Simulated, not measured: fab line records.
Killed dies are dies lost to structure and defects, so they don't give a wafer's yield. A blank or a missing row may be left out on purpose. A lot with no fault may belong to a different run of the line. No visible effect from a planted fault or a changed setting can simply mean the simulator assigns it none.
Which tool did it? / flow sky130 / 7 lots with 21 wafers sampled at 2 steps, on a route of 708 steps

WHAT EACH GAUGE READ, for each wafer
SKY_SD_N_CD_MEAS_07: the cd target is 380 nm.
lot=L122; measured=day 29 10:36; on=cd_sem-01; cd_nm (nm)=380.6 381.0 379.7
lot=L125; measured=day 30 09:18; on=cd_sem-01; cd_nm (nm)=377.5 377.2 375.8
lot=L128; measured=day 31 04:33; on=cd_sem-01; cd_nm (nm)=378.3 379.1 379.2
lot=L130; measured=day 32 06:00; on=cd_sem-01; cd_nm (nm)=375.5 378.0 377.4
lot=L139; measured=day 34 23:23; on=cd_sem-01; cd_nm (nm)=376.2 376.0 377.2
lot=L141; measured=day 35 10:38; on=cd_sem-01; cd_nm (nm)=380.7 382.5 378.5
lot=L143; measured=day 36 02:58; on=cd_sem-01; cd_nm (nm)=376.4 374.9 374.6

TOOL THAT RAN EACH LOT (tool first, then ch and the chambers of the sampled wafers, then the start)
lot=L122; SKY_POLY_CUT_STRIP_12=plasma_asher-03 ch 0,1, day 25 19:04
lot=L125; SKY_POLY_CUT_STRIP_12=plasma_asher-04 ch 0,1, day 26 18:02
lot=L128; SKY_POLY_CUT_STRIP_12=plasma_asher-02 ch 0,1, day 27 14:06
lot=L130; SKY_POLY_CUT_STRIP_12=plasma_asher-02 ch 0,1, day 28 15:46
lot=L139; SKY_POLY_CUT_STRIP_12=plasma_asher-04 ch 0,1, day 31 08:03
lot=L141; SKY_POLY_CUT_STRIP_12=plasma_asher-03 ch 0,1, day 32 01:17
lot=L143; SKY_POLY_CUT_STRIP_12=plasma_asher-04 ch 0,1, day 32 14:52
- SKY_POLY_CUT_STRIP_12: strips in O2/N2.

THE ANSWER, worked out from the rows above alone
Rule: the usual values come from the lots themselves. Put in order of their means at a reading, lots are off if they are a third of the lots or fewer, leave a main group of 4 or more, and stand apart from it by a gap of 3 or more times the standard deviation of the main group's means; of several such gaps the widest counts. If all means in a main group match to the digits the tables above print for the reading, that group is not used. Also off: a lot with no number at a reading for which 4 or more lots have one. Any other lot the step has rows for is counted as sound.
Across all readings shown, no lot is off: no conclusion can be drawn from this.

WHAT HAD BEEN PUT IN BY THE SIMULATOR
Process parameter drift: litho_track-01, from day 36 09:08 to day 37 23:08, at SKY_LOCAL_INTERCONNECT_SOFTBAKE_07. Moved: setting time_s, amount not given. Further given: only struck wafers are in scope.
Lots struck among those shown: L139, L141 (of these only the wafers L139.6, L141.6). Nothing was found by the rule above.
